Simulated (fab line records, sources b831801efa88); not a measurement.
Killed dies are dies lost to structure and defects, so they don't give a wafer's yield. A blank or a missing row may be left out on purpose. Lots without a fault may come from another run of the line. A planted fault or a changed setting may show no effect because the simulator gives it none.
fab line records | flow gf180mcu
record lots=11 wafers=33 last_day=34
route steps=602 shown PSD@257 SALICIDE@283 CONTACT@292
lots that met no fault: from a run of the same line without faults
start_h: hours from the record's first day to the start of the lot's first wafer shown | wait_h: hours since the lot's step before | " the same as in the row above | L1.1+2: a row that stands for several wafers | - no value, or no start given | * or withheld: withheld | < > ~ a bound
route shown NAME@n: a module of which the file shows steps, and the number in the route of the first | usual: mean/standard deviation of fault-free wafers | same: alike in all rows | chamber/n: place in a boat | sites: the reading at each site | _std_site: their standard deviation | _edge_site: outer sites' mean less inner sites' | radius_mm: how far each site lies from the wafer's centre | mask NAME#n: copy n | behind: the tool/chamber that last shaped the wafer | hold: why the lot was held/for how many hours/how that ended | device: the transistor (n, p or np) that didn't switch | end of line: the same wafers' tests at the end of the route | a step without rows: its recipe alone | killed: dies lost to structure and defects at the first sort, not the wafer's yield | map: a wafer's dies, x killed, . not, _ none there
set.NAME: the setting as run; set.NAME@STEP: as run at that earlier step | model.NAME: the simulator's own value behind a step, which no gauge read
steps of the route over a sample of lots; a table a step, a row a wafer
services: from which hour (start_h, from the record's first day; less than 0 if before it) a tool's chamber was out of use, for how many hours, and why
## steps
# step GF_PSD_IMPLANT_09
# recipe species=BF2 energy_kev=40 dose_cm2=1.5e+15 tilt_deg=7
# usual beam_energy_keV=40.001/0.011
# same implant_ion_amu=49
# columns lot.wafer tool chamber start_h wait_h beam_energy_keV
L407.2 implanter-04 0 313.74 0.0 40.004
L407.4 " 0 " " 40.006
L407.6 " 0 " " 39.999
L411.1 implanter-04 0 346.72 0.0 39.991
L411.3 " 0 " " 40.005
L411.5 " 0 " " 40.028
L412.2 implanter-01 0 361.70 0.0 40.016
L412.3 " 0 " " 40.006
L412.5 " 0 " " 39.988
L414.1 implanter-03 0 384.62 0.0 40.008
L414.4 " 0 " " 40.012
L414.6 " 0 " " 40.010
L415.2 implanter-04 0 401.19 0.0 40.017
L415.3 " 0 " " 40.013
L415.4 " 0 " " 40.012
L417.4 implanter-03 0 424.09 0.1 40.009
L417.5 " 0 " " 40.010
L417.6 " 0 " " 40.003
L418.2 implanter-01 0 430.89 0.0 39.989
L418.4 " 0 " " 39.982
L418.5 " 0 " " 39.991
L421.2 implanter-03 0 463.95 0.0 32.329
L421.4 " 0 " " 32.323
L421.6 " 0 " " 32.310
L424.2 implanter-03 0 479.30 0.0 32.330
L424.3 " 0 " " 32.332
L424.4 " 0 " " 32.302
L423.2 implanter-01 0 481.55 0.0 39.985
L423.3 " 0 " " 39.989
L423.5 " 0 " " 39.995
L426.2 implanter-01 0 494.54 0.0 39.988
L426.3 " 0 " " 39.995
L426.6 " 0 " " 39.991
# step GF_PSD_STRIP_10
# recipe chemistry=O2/N2 power_w=1400 pressure_mtorr=1500 platen_temp_c=250 o2_flow_sccm=3000 n2_flow_sccm=300 overash_fraction=0.5
# usual drypump_motor_current_A=5.5/0.42 heater_power_w=339/25 oes_product_au=0.593/0.005 strip_time_to_endpoint_s=16.52/0.039
# columns lot.wafer tool chamber start_h wait_h drypump_motor_current_A heater_power_w oes_product_au rf_hours_counter_h strip_time_to_endpoint_s
L407.2 plasma_asher-03 1 313.87 0.1 6.0 362 0.596 61 16.55
L407.4 " 1 " " 6.0 353 0.593 - 16.54
L407.6 " 0 " " 5.9 306 0.600 - 16.52
L411.1 plasma_asher-01 0 346.87 0.1 5.7 375 0.590 73 16.57
L411.3 " 0 " " 5.7 384 0.587 - 16.57
L411.5 " 1 " " 5.2 319 0.595 - 16.56
L412.2 plasma_asher-01 0 361.83 0.1 5.7 387 0.586 74 16.53
L412.3 " 1 " " 5.2 325 0.586 - 16.51
L412.5 " 0 " " 5.7 376 0.603 - 16.51
L414.1 plasma_asher-01 1 384.77 0.1 5.3 337 0.590 76 16.50
L414.4 " 1 " " 5.2 333 0.600 - 16.49
L414.6 " 0 " " 5.7 386 0.590 - 16.54
L415.2 plasma_asher-03 1 401.32 0.1 6.0 353 0.594 70 16.47
L415.3 " 1 " " 6.0 357 0.607 - 16.46
L415.4 " 0 " " 5.9 312 0.590 - 16.51
L417.4 plasma_asher-01 1 424.20 0.1 5.2 325 0.595 - 16.55
L417.5 " 1 " " 5.2 322 0.595 - 16.56
L417.6 " 0 " " 5.7 380 0.593 - 16.56
L418.2 plasma_asher-01 1 431.02 0.1 5.2 321 0.591 82 16.51
L418.4 " 0 " " 5.7 381 0.588 - 16.51
L418.5 " 0 " " 5.7 380 0.590 - 16.53
L421.2 plasma_asher-02 1 464.07 0.1 5.6 348 0.603 67 15.75
L421.4 " 0 " " 4.8 316 0.606 - 15.78
L421.6 " 1 " " 5.6 349 0.617 - 15.77
L424.2 plasma_asher-02 1 479.42 0.1 5.6 350 0.617 69 15.82
L424.3 " 1 " " 5.6 343 0.609 - 15.79
L424.4 " 0 " " 4.8 309 0.603 - 15.77
L423.2 plasma_asher-03 0 481.67 0.1 5.9 334 0.597 6 16.41
L423.3 " 0 " " 5.9 328 0.587 - 16.48
L423.5 " 0 " " 5.9 332 0.593 - 16.42
L426.2 plasma_asher-02 0 494.67 0.1 4.8 308 0.591 71 16.55
L426.3 " 0 " " 4.8 314 0.588 - 16.55
L426.6 " 0 " " 4.8 312 0.589 - 16.52
# step GF_PSD_TW_MEAS_11
# usual PSD_TW=3177/22
# columns lot.wafer tool chamber start_h wait_h hold PSD_TW
L407.2 film_metro-02 - 313.98 0.1 - 3168
L407.4 " - " " - 3180
L407.6 " - " " - 3168
L411.1 film_metro-02 - 346.97 0.1 - 3198
L411.3 " - " " - 3185
L411.5 " - " " - 3194
L412.2 film_metro-02 - 361.94 0.1 - 3183
L412.3 " - " " - 3197
L412.5 " - " " - 3168
L414.1 film_metro-03 - 384.87 0.1 - 3182
L414.4 " - " " - 3171
L414.6 " - " " - 3170
L415.2 film_metro-02 - 401.43 0.1 - 3189
L415.3 " - " " - 3188
L415.4 " - " " - 3191
L417.4 film_metro-02 - 424.30 0.1 - 3169
L417.5 " - " " - 3184
L417.6 " - " " - 3169
L418.2 film_metro-03 - 431.13 0.1 - 3209
L418.4 " - " " - 3196
L418.5 " - " " - 3189
L421.2 film_metro-01 - 464.18 0.1 await_dispo/0.2h/release 3021
L421.4 " - " " await_dispo/0.2h/release 3030
L421.6 " - " " await_dispo/0.2h/release 3012
L421.2 film_metro-01 - 464.41 0.2 - 3025
L421.4 " - " " - 3027
L421.6 " - " " - 3010
L424.2 film_metro-02 - 479.53 0.1 await_dispo/0.2h/release 2962
L424.3 " - " " await_dispo/0.2h/release 2976
L424.4 " - " " await_dispo/0.2h/release 2968
L424.2 film_metro-02 - 479.76 0.2 - 2970
L424.3 " - " " - 2954
L424.4 " - " " - 2978
L423.2 film_metro-03 - 481.78 0.1 - 3199
L423.3 " - " " - 3204
L423.5 " - " " - 3187
L426.2 film_metro-02 - 494.78 0.1 - 3146
L426.3 " - " " - 3140
L426.6 " - " " - 3140
# step GF_PSD_RS_MEAS_15
# recipe thk_meas_gauge=four-point-probe
# usual PSD_RS=108.7/0.3
# columns lot.wafer tool chamber start_h wait_h hold PSD_RS[ohm/sq]
L407.2 film_metro-01 - 314.30 0.1 - 108.6
L407.4 " - " " - 108.3
L407.6 " - " " - 108.2
L411.1 film_metro-03 - 347.28 0.1 - 109.0
L411.3 " - " " - 109.2
L411.5 " - " " - 109.2
L412.2 film_metro-03 - 362.26 0.1 - 108.8
L412.3 " - " " - 108.4
L412.5 " - " " - 108.7
L414.1 film_metro-01 - 385.18 0.1 - 108.4
L414.4 " - " " - 108.6
L414.6 " - " " - 108.5
L415.2 film_metro-01 - 401.75 0.1 - 108.2
L415.3 " - " " - 108.6
L415.4 " - " " - 108.4
L417.4 film_metro-03 - 424.76 0.1 - 108.4
L417.5 " - " " - 108.3
L417.6 " - " " - 108.5
L418.2 film_metro-03 - 431.45 0.1 - 108.4
L418.4 " - " " - 108.4
L418.5 " - " " - 108.4
L421.2 film_metro-03 - 467.59 0.1 await_dispo/0.2h/release 119.8
L421.4 " - " " await_dispo/0.2h/release 119.8
L421.6 " - " " await_dispo/0.2h/release 119.9
L421.2 film_metro-03 - 467.99 0.4 - 119.9
L421.4 " - " " - 119.9
L421.6 " - " " - 119.9
L423.2 film_metro-01 - 482.11 0.1 - 108.4
L423.3 " - " " - 108.6
L423.5 " - " " - 108.4
L424.2 film_metro-01 - 482.87 0.1 await_dispo/0.2h/release 120.1
L424.3 " - " " await_dispo/0.2h/release 120.2
L424.4 " - " " await_dispo/0.2h/release 120.3
L424.2 film_metro-01 - 483.16 0.3 - 120.1
L424.3 " - " " - 120.3
L424.4 " - " " - 120.2
L426.2 film_metro-01 - 495.10 0.1 - 109.0
L426.3 " - " " - 108.5
L426.6 " - " " - 108.9
# step GF_SALICIDE_THK_MEAS_05
# recipe thk_meas_gauge=xrf reads=TiN_of_SALICIDE_SPUTTER_03
# usual SALICIDE_TIN_THK=19.85/0.21
# columns lot.wafer tool chamber start_h wait_h SALICIDE_TIN_THK[nm]
L407.2 film_metro-01 - 336.13 0.1 19.42
L407.4 " - " " 19.56
L407.6 " - " " 19.61
L411.1 film_metro-01 - 368.58 0.1 20.03
L411.3 " - " " 20.16
L411.5 " - " " 20.08
L412.2 film_metro-02 - 384.69 0.1 19.86
L412.3 " - " " 19.94
L412.5 " - " " 19.97
L414.1 film_metro-01 - 408.64 0.1 19.82
L414.4 " - " " 19.65
L414.6 " - " " 19.80
L415.2 film_metro-02 - 424.71 0.1 20.11
L415.3 " - " " 19.84
L415.4 " - " " 20.02
L417.4 film_metro-02 - 449.26 0.1 19.80
L417.5 " - " " 19.70
L417.6 " - " " 19.88
L418.2 film_metro-04 - 455.80 0.1 19.88
L418.4 " - " " 20.01
L418.5 " - " " 20.09
L421.2 film_metro-02 - 488.90 0.1 19.58
L421.4 " - " " 19.82
L421.6 " - " " 19.69
L424.2 film_metro-02 - 503.79 0.1 19.80
L424.3 " - " " 19.72
L424.4 " - " " 19.81
L423.2 film_metro-02 - 506.69 0.1 19.79
L423.3 " - " " 19.91
L423.5 " - " " 19.90
L426.2 film_metro-01 - 518.79 0.1 19.57
L426.3 " - " " 19.77
L426.6 " - " " 19.34
# step GF_CONTACT_BOW_MEAS_05
# recipe mode=bow
# usual CONTACT_BOW=66/7.3
# columns lot.wafer tool chamber start_h wait_h CONTACT_BOW[um]
L407.2 film_metro-03 - 337.04 0.2 69
L407.4 " - " " 72
L407.6 " - " " 77
L411.1 film_metro-04 - 369.56 0.1 72
L411.3 " - " " 67
L411.5 " - " " 70
L412.2 film_metro-01 - 385.59 0.1 70
L412.3 " - " " 73
L412.5 " - " " 60
L414.1 film_metro-01 - 409.62 0.2 72
L414.4 " - " " 58
L414.6 " - " " 69
L415.2 film_metro-01 - 425.92 0.2 60
L415.3 " - " " 59
L415.4 " - " " 59
L417.4 film_metro-04 - 450.18 0.2 56
L417.5 " - " " 72
L417.6 " - " " 66
L418.2 film_metro-01 - 456.69 0.3 57
L418.4 " - " " 65
L418.5 " - " " 60
L421.2 film_metro-04 - 489.80 0.2 76
L421.4 " - " " 73
L421.6 " - " " 67
L424.2 film_metro-04 - 504.68 0.1 55
L424.3 " - " " 61
L424.4 " - " " 47
L423.2 film_metro-04 - 507.58 0.3 54
L423.3 " - " " 67
L423.5 " - " " 70
L426.2 film_metro-01 - 519.71 0.1 68
L426.3 " - " " 60
L426.6 " - " " 65
# step GF_CONTACT_CD_MEAS_14
# recipe target_cd_nm=220
# usual cd_nm=220.1/1.6
# columns lot.wafer tool chamber start_h wait_h cd_nm
L407.2 cd_sem-02 - 358.48 0.1 219.4
L407.4 " - " " 219.7
L407.6 " - " " 218.9
L411.1 cd_sem-02 - 391.96 0.1 220.3
L411.3 " - " " 221.4
L411.5 " - " " 218.6
L412.2 cd_sem-01 - 408.63 0.1 217.6
L412.3 " - " " 220.0
L412.5 " - " " 218.6
L414.1 cd_sem-02 - 433.41 0.1 219.3
L414.4 " - " " 218.2
L414.6 " - " " 219.9
L415.2 cd_sem-01 - 449.93 0.1 224.0
L415.3 " - " " 222.9
L415.4 " - " " 221.9
L417.4 cd_sem-01 - 474.42 0.1 219.1
L417.5 " - " " 218.7
L417.6 " - " " 218.0
L418.2 cd_sem-02 - 480.43 0.1 217.8
L418.4 " - " " 218.6
L418.5 " - " " 217.5
L421.2 cd_sem-02 - 513.23 0.1 219.9
L421.4 " - " " 220.3
L421.6 " - " " 220.4
L424.2 cd_sem-01 - 528.08 0.1 219.1
L424.3 " - " " 218.8
L424.4 " - " " 219.6
L423.2 cd_sem-01 - 530.88 0.1 221.7
L423.3 " - " " 222.1
L423.5 " - " " 221.7
L426.2 cd_sem-01 - 542.98 0.1 219.4
L426.3 " - " " 219.0
L426.6 " - " " 220.0
## services
# columns tool chamber start_h hours kind
implanter-03 - 290.90 0.7 repair
implanter-03 - 301.36 3.5 repair
implanter-01 - 329.72 2.7 repair
plasma_asher-03 - 338.73 5.0 repair
implanter-03 - 345.95 4.5 repair
plasma_asher-01 - 377.67 1.2 repair
plasma_asher-02 - 387.03 3.5 repair
plasma_asher-01 - 392.22 1.3 repair
plasma_asher-03 - 421.25 9.0 pm
plasma_asher-03 0 421.25 9.0 vent_cycle
plasma_asher-03 1 421.25 9.0 vent_cycle
plasma_asher-03 0 430.25 - clean
plasma_asher-03 1 430.25 - clean
implanter-01 - 443.06 7.4 repair
implanter-04 - 460.15 5.9 pm
plasma_asher-01 - 462.37 22.5 repair
implanter-04 - 470.47 0.7 repair
implanter-04 - 477.30 32.9 repair
implanter-04 - 481.03 1.9 repair
plasma_asher-03 - 481.91 1.9 repair
## key
first_sign step=GF_PSD_IMPLANT_09 reading=beam_energy_keV direction=down sigmas=99+ usual=40.001 struck=32.321
effect step=GF_PSD_STRIP_10 reading=strip_time_to_endpoint_s direction=down sigmas=19 usual=* struck=*
effect step=GF_PSD_TW_MEAS_11 reading=visit direction=added
effect step=GF_PSD_TW_MEAS_11 reading=PSD_TW direction=down sigmas=8.4 usual=3177 struck=2995
effect step=GF_PSD_RS_MEAS_15 reading=visit direction=added
effect step=GF_PSD_RS_MEAS_15 reading=PSD_RS direction=up sigmas=37 usual=108.7 struck=120.0
met_at GF_PSD_IMPLANT_09
struck_lots L421,L424
tester_left_out L421,L424
not_acting_at GF_SALICIDE_THK_MEAS_05,GF_CONTACT_BOW_MEAS_05,GF_CONTACT_CD_MEAS_14
onset_between 424.09 463.95
fault kind=process_parameter_drift tool=implanter-03 chamber=- onset_h=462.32 steps=GF_PSD_IMPLANT_09 channel=energy_kev offset=-7.6741 shape=step end_h=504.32 acts_in=these_recipes_only stated=40
# tester_left_out: of these lots the tester's yield and bins aren't shown, on N5 and GAA mostly nor the transistor test; their killed dies are dies lost to structure and defects alone, not to doping, threshold or leakage, so they don't give the yield
